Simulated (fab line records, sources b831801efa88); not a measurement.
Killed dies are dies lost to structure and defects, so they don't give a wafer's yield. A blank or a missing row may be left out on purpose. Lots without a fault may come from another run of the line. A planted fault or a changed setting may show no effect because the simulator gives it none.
fab line records | flow sky130
record lots=10 wafers=30 last_day=50
route steps=708 shown FIELD_ISO@18 NWELL@33 SONOS_ONO@173 LDD_N@253
lots that met no fault: from a run of the same line without faults
start_h: hours from the record's first day to the start of the lot's first wafer shown | wait_h: hours since the lot's step before | " the same as in the row above | L1.1+2: a row that stands for several wafers | - no value, or no start given | * or withheld: withheld | < > ~ a bound
route shown NAME@n: a module of which the file shows steps, and the number in the route of the first | usual: mean/standard deviation of fault-free wafers | same: alike in all rows | chamber/n: place in a boat | sites: the reading at each site | _std_site: their standard deviation | _edge_site: outer sites' mean less inner sites' | radius_mm: how far each site lies from the wafer's centre | mask NAME#n: copy n | behind: the tool/chamber that last shaped the wafer | hold: why the lot was held/for how many hours/how that ended | device: the transistor (n, p or np) that didn't switch | end of line: the same wafers' tests at the end of the route | a step without rows: its recipe alone | killed: dies lost to structure and defects at the first sort, not the wafer's yield | map: a wafer's dies, x killed, . not, _ none there
set.NAME: the setting as run; set.NAME@STEP: as run at that earlier step | model.NAME: the simulator's own value behind a step, which no gauge read
steps of the route over a sample of lots; a table a step, a row a wafer
services: from which hour (start_h, from the record's first day; less than 0 if before it) a tool's chamber was out of use, for how many hours, and why
## steps
# step SKY_FIELD_ISO_ETCH_17
# recipe target_depth_a=3420 mask_material=Si3N4 chemistry=HBr/Cl2/O2 target=Si taper_deg=5 icp_w=600 bias_w=150 pressure_mtorr=15 HBr_flow_sccm=150 Cl2_flow_sccm=40 O2_flow_sccm=6 time_s=97.7
# usual O2_flow_sccm=6.004/0.017 drypump_motor_current_A=5.7/0.34 oes_product_au=1.000/0.0071 throttle_valve_pct=25.656/0.01
# same time_s=97.7
# columns lot.wafer tool chamber start_h wait_h O2_flow_sccm drypump_motor_current_A oes_product_au rf_hours_counter_h throttle_valve_pct
L488.1 rie_si-01 1 40.56 0.1 5.994 5.0 0.991 95 25.654
L488.2 " 2 " " 6.032 6.0 1.001 101 25.668
L488.6 " 2 " " 6.027 6.0 1.003 - 25.667
L492.3 rie_si-02 1 62.96 0.0 5.984 5.3 1.001 127 25.640
L492.4 " 0 " " 6.001 5.6 1.007 101 25.654
L492.5 " 3 " " 6.016 5.7 1.006 - 25.632
L493.1 rie_si-01 3 65.98 0.1 5.977 5.4 0.984 44 25.680
L493.4 " 3 " " 5.966 5.4 0.999 - 25.647
L493.5 " 3 " " 5.986 5.4 0.998 - 25.652
L494.2 rie_si-01 3 70.78 0.1 6.006 5.4 1.001 45 25.670
L494.4 " 1 " " 6.009 5.0 1.004 - 25.641
L494.5 " 0 " " 5.989 5.9 1.017 - 25.651
L495.1 rie_si-01 2 79.78 0.1 6.011 6.0 0.999 101 25.652
L495.2 " 3 " " 6.027 5.4 0.996 45 25.660
L495.4 " 1 " " 6.023 5.0 0.997 95 25.643
L496.2 rie_si-02 2 79.91 0.1 5.996 6.0 1.008 0 25.659
L496.5 " 1 " " 5.966 5.2 1.003 - 25.655
L496.6 " 2 " " 5.994 6.0 1.008 - 25.648
L501.1 rie_si-02 3 113.44 0.1 5.990 5.7 1.002 80 25.655
L501.2 " 0 " " 6.010 5.6 0.999 102 25.645
L501.4 " 1 " " 6.003 5.3 0.994 127 25.633
L505.3 rie_si-01 3 133.78 0.0 6.015 5.4 0.997 45 25.643
L505.4 " 2 " " 6.017 6.0 0.991 - 25.664
L505.6 " 3 " " 5.989 5.4 0.999 - 25.662
L508.4 rie_si-01 0 143.37 0.1 6.002 6.0 0.999 - 25.662
L508.5 " 2 " " 6.002 6.0 0.985 - 25.663
L508.6 " 3 " " 6.012 5.4 0.998 - 25.668
L507.2 rie_si-02 2 143.51 0.1 5.990 6.0 1.010 1 25.642
L507.3 " 3 " " 6.008 5.7 1.010 80 25.652
L507.5 " 1 " " 5.995 5.3 0.988 - 25.660
# step SKY_NWELL_OXIDATION_01
# recipe temp_c=900 ambient=O2 stabilise_s=600 purge_s=300 target_thk_a=100 ox_time_s=1418
# usual spike_tc_bottom_C=920/4.1 spike_tc_centre_C=900.0/0.98 spike_tc_lower_C=900.0/1.3 spike_tc_top_C=912.6/1.2 spike_tc_upper_C=898.7/1 tube_center_temp_C=899.99/0.088 tube_center_temp_C_max=902.3/0.4 zone_power_bottom_pct=26.8/1.7 zone_power_lower_pct=18.4/1.3 zone_power_top_pct=34.1/0.39 zone_power_upper_pct=18.69/0.21
# same purge_s=300
# columns lot.wafer tool chamber start_h wait_h spike_tc_bottom_C spike_tc_centre_C spike_tc_lower_C spike_tc_top_C spike_tc_upper_C tube_center_temp_C tube_center_temp_C_max zone_power_bottom_pct zone_power_lower_pct zone_power_top_pct zone_power_upper_pct
L488.1 furnace-01 0 49.52 0.0 923 898.9 897.2 913.0 898.4 899.88 901.9 28.6 17.1 34.2 18.45
L488.2 " 0 " " 924 898.2 900.7 913.3 897.0 899.88 902.1 28.4 17.1 34.9 18.60
L488.6 " 0 " " 922 900.4 898.8 912.3 899.3 899.91 902.3 28.1 17.1 34.5 18.90
L492.3 furnace-01 0 81.40 0.3 926 899.5 898.9 912.7 898.2 900.08 902.5 28.5 17.3 34.4 18.31
L492.4 " 0 " " 923 898.2 899.7 912.6 898.8 899.99 901.9 28.5 17.0 34.2 18.95
L492.5 " 0 " " 925 901.4 897.2 913.7 898.5 900.19 902.4 28.3 17.0 34.2 18.49
L493.1 furnace-01 0 81.40 0.3 923 900.4 900.4 915.2 897.9 899.99 903.1 28.4 17.2 35.0 18.61
L493.4 " 0 " " 922 899.6 900.7 912.4 897.8 899.98 902.1 28.6 17.1 34.3 18.56
L493.5 " 0 " " 924 899.5 898.6 913.7 896.3 900.04 902.5 29.0 17.1 33.7 18.55
L494.2 furnace-01 0 98.33 5.9 819 795.5 795.8 811.6 793.7 794.84 797.6 22.0 13.1 28.3 14.51
L494.4 " 0 " " 819 795.1 794.0 810.9 792.4 794.78 797.2 21.3 13.2 28.3 14.20
L494.5 " 0 " " 821 792.3 793.6 810.9 794.1 794.74 797.6 21.5 13.4 28.5 14.35
L495.1 furnace-01 0 98.33 5.6 820 794.2 794.7 810.7 794.0 794.73 797.5 22.0 13.1 28.3 13.95
L495.2 " 0 " " 820 793.4 793.9 812.4 794.9 794.56 796.4 21.6 13.3 28.1 14.16
L495.4 " 0 " " 819 795.2 792.0 811.6 792.6 794.56 796.3 21.8 13.3 28.4 14.35
L496.2 furnace-01 0 98.33 0.3 819 796.5 794.4 809.3 794.8 794.65 797.4 21.7 13.2 27.8 14.56
L496.5 " 0 " " 818 794.0 794.5 810.7 791.5 794.72 797.1 21.4 13.2 28.5 14.35
L496.6 " 0 " " 822 793.1 795.0 810.2 792.1 794.62 796.4 21.8 13.2 28.3 14.30
L501.1 furnace-02 0 128.89 0.3 914 901.2 900.0 914.6 898.2 899.8 901.6 25.0 20.0 34.0 18.93
L501.2 " 0 " " 916 899.8 900.3 911.4 899.9 899.95 902.1 25.1 19.8 33.9 18.32
L501.4 " 0 " " 915 900.0 900.8 911.1 897.9 899.84 902.9 24.8 19.7 33.3 18.78
L505.3 furnace-02 0 139.84 0.0 916 899.8 901.1 912.1 897.1 899.84 902.1 24.8 19.8 34.3 18.97
L505.4 " 0 " " 914 900.7 902.2 912.2 897.2 899.94 902.7 24.7 19.9 34.0 18.48
L505.6 " 0 " " 916 899.9 900.8 910.2 897.6 899.97 902.6 25.2 20.1 33.8 18.50
L507.2 furnace-02 0 148.41 0.0 915 902.3 900.3 912.2 897.9 899.96 901.9 25.4 19.7 33.1 19.03
L507.3 " 0 " " 916 900.5 900.9 911.7 896.5 899.91 902.4 25.1 19.7 33.8 18.49
L507.5 " 0 " " 916 900.9 901.4 910.2 898.3 899.89 901.9 25.3 19.8 33.7 18.86
L508.4 furnace-02 0 148.41 0.0 916 898.8 900.5 911.8 898.8 900.08 902.8 24.8 20.0 33.7 18.54
L508.5 " 0 " " 916 899.2 902.2 910.4 898.1 900.14 902.2 24.8 19.9 34.1 18.71
L508.6 " 0 " " 916 897.8 902.4 912.0 899.2 899.96 902.3 25.2 19.7 34.1 18.65
# step SKY_NWELL_THK_MEAS_02
# recipe reads=SiO2_of_NWELL_OXIDATION_01
# usual NWELL_OXIDATION_THK=10.00/0.19
# columns lot.wafer tool chamber start_h wait_h NWELL_OXIDATION_THK[nm]
L488.1 film_metro-01 - 50.92 0.0 10.15
L488.2 " - " " 10.22
L488.6 " - " " 10.11
L493.1 film_metro-02 - 82.79 0.0 9.97
L493.4 " - " " 9.92
L493.5 " - " " 9.76
L492.3 film_metro-04 - 82.81 0.0 10.02
L492.4 " - " " 10.07
L492.5 " - " " 9.73
L495.1 film_metro-04 - 99.72 0.0 2.68
L495.2 " - " " 2.69
L495.4 " - " " 2.62
L494.2 film_metro-02 - 99.73 0.0 2.82
L494.4 " - " " 2.92
L494.5 " - " " 2.87
L496.2 film_metro-01 - 99.76 0.0 2.48
L496.5 " - " " 2.60
L496.6 " - " " 2.56
L501.1 film_metro-04 - 130.29 0.0 10.15
L501.2 " - " " 10.21
L501.4 " - " " 10.14
L505.3 film_metro-04 - 141.25 0.0 9.88
L505.4 " - " " 9.87
L505.6 " - " " 9.87
L507.2 film_metro-02 - 149.82 0.0 10.12
L507.3 " - " " 9.93
L507.5 " - " " 9.91
L508.4 film_metro-04 - 149.84 0.0 10.02
L508.5 " - " " 9.77
L508.6 " - " " 9.79
# step SKY_SONOS_ONO_THK_MEAS_05
# recipe reads=SiO2_of_SONOS_ONO_CVD_04
# usual SONOS_ONO_CVD_04_THK=5.76/0.11
# columns lot.wafer tool chamber start_h wait_h SONOS_ONO_CVD_04_THK[nm]
L488.1 film_metro-04 - 271.69 0.0 5.52
L488.2 " - " " 5.62
L488.6 " - " " 5.63
L492.3 film_metro-03 - 322.07 0.0 5.62
L492.4 " - " " 5.72
L492.5 " - " " 5.58
L493.1 film_metro-01 - 323.30 0.0 5.83
L493.4 " - " " 5.88
L493.5 " - " " 5.87
L495.1 film_metro-04 - 356.27 0.0 5.71
L495.2 " - " " 5.68
L495.4 " - " " 5.66
L494.2 film_metro-03 - 356.28 0.0 5.71
L494.4 " - " " 5.71
L494.5 " - " " 5.72
L496.2 film_metro-01 - 356.28 0.0 5.92
L496.5 " - " " 5.76
L496.6 " - " " 5.89
L501.1 film_metro-04 - 397.78 0.0 5.75
L501.2 " - " " 5.80
L501.4 " - " " 5.75
L505.3 film_metro-04 - 417.90 0.0 5.93
L505.4 " - " " 5.92
L505.6 " - " " 5.81
L508.4 film_metro-01 - 428.77 0.0 5.79
L508.5 " - " " 5.87
L508.6 " - " " 5.75
L507.2 film_metro-03 - 431.59 0.0 5.66
L507.3 " - " " 5.72
L507.5 " - " " 5.68
# step SKY_LDD_N_STRIP_16
# recipe chemistry=O2/N2 power_w=1400 pressure_mtorr=1500 platen_temp_c=withheld o2_flow_sccm=3000 n2_flow_sccm=300 overash_fraction=0.5
# usual drypump_motor_current_A=5.4/0.39 o2_flow_sccm=3000/8.9 oes_product_au=0.406/0.0046 strip_time_to_endpoint_s=4.323/0.012
# columns lot.wafer tool chamber start_h wait_h drypump_motor_current_A o2_flow_sccm oes_product_au rf_hours_counter_h strip_time_to_endpoint_s
L488.1 plasma_asher-02 1 420.97 0.1 5.2 3006 0.408 60 4.328
L488.2 " 0 " " 6.1 2984 0.403 60 4.305
L488.6 " 1 " " 5.2 2993 0.397 - 4.298
L493.1 plasma_asher-02 1 483.68 0.1 5.2 3011 0.409 66 4.330
L493.4 " 0 " " 6.1 3005 0.404 - 4.313
L493.5 " 0 " " 6.1 3013 0.411 - 4.311
L492.3 plasma_asher-01 0 484.36 0.1 4.9 3007 0.401 - 4.297
L492.4 " 1 " " 5.7 3005 0.408 - 4.329
L492.5 " 1 " " 5.7 2994 0.401 - 4.314
L496.2 plasma_asher-04 0 519.37 0.1 5.8 3014 0.409 79 4.301
L496.5 " 0 " " 5.8 3002 0.401 - 4.323
L496.6 " 1 " " 5.2 2985 0.411 - 4.327
L495.1 plasma_asher-04 0 520.60 0.1 5.8 2996 0.402 79 4.324
L495.2 " 1 " " 5.2 2988 0.411 79 4.324
L495.4 " 1 " " 5.2 2996 0.405 - 4.302
L494.2 plasma_asher-01 1 521.27 0.1 5.7 3009 0.402 42 4.323
L494.4 " 1 " " 5.7 2996 0.415 - 4.322
L494.5 " 0 " " 5.0 2991 0.404 - 4.312
L501.1 plasma_asher-04 1 562.40 0.1 5.2 3004 0.402 83 4.318
L501.2 " 0 " " 5.7 2986 0.403 83 4.322
L501.4 " 0 " " 5.7 2996 0.401 - 4.331
L505.3 plasma_asher-01 1 584.66 0.1 5.7 2996 0.405 - 4.329
L505.4 " 0 " " 4.9 2984 0.419 - 4.332
L505.6 " 1 " " 5.7 3007 0.398 - 4.309
L508.4 plasma_asher-01 1 589.73 0.1 5.7 2994 0.402 - 4.348
L508.5 " 1 " " 5.7 2985 0.410 - 4.326
L508.6 " 0 " " 4.9 3002 0.408 - 4.339
L507.2 plasma_asher-01 1 595.33 0.1 5.7 2995 0.408 50 4.289
L507.3 " 0 " " 4.9 2995 0.407 - 4.305
L507.5 " 0 " " 4.9 2992 0.408 - 4.306
## services
# columns tool chamber start_h hours kind
rie_si-02 1 28.60 12.0 repair
furnace-01 - 41.26 4.6 repair
rie_si-01 1 55.55 12.1 repair
rie_si-01 2 58.85 13.2 repair
furnace-02 - 86.60 12.1 repair
furnace-01 - 99.72 2.8 pm
rie_si-01 1 103.79 57.4 repair
furnace-01 - 106.72 10.8 pm
plasma_asher-01 - 108.75 9.0 pm
rie_si-01 2 109.22 9.0 repair
rie_si-02 - 120.77 2.8 pm
furnace-01 - 138.27 3.4 pm
rie_si-01 - 189.00 1.2 repair
furnace-01 - 214.20 25.8 pm
rie_si-01 3 226.53 3.6 repair
furnace-01 - 242.54 3.1 pm
rie_si-01 2 255.12 3.2 repair
rie_si-01 3 274.50 4.3 repair
rie_si-01 1 289.16 4.7 repair
rie_si-01 3 367.06 7.8 repair
rie_si-01 - 380.98 2.8 pm
furnace-01 - 578.68 3.1 pm
rie_si-01 1 580.99 2.4 repair
rie_si-01 0 591.56 19.2 repair
## key
first_sign step=SKY_NWELL_OXIDATION_01 reading=tube_center_temp_C direction=down sigmas=99+ usual=* struck=*
effect step=SKY_NWELL_OXIDATION_01 reading=tube_center_temp_C_max direction=down sigmas=99+ usual=* struck=*
effect step=SKY_NWELL_THK_MEAS_02 reading=NWELL_OXIDATION_THK direction=down sigmas=38 usual=10.00 struck=2.69
met_at SKY_NWELL_OXIDATION_01
struck_lots L494,L495,L496
tester_left_out L494,L495,L496
not_acting_at SKY_FIELD_ISO_ETCH_17,SKY_SONOS_ONO_THK_MEAS_05,SKY_LDD_N_STRIP_16
onset_between 81.40 98.33
fault kind=process_parameter_drift tool=furnace-01 chamber=- onset_h=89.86 steps=SKY_NWELL_OXIDATION_01 channel=temp_c offset=* shape=step end_h=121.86 acts_in=* stated=*
# tester_left_out: of these lots the tester's yield and bins aren't shown, on N5 and GAA mostly nor the transistor test; their killed dies are dies lost to structure and defects alone, not to doping, threshold or leakage, so they don't give the yield
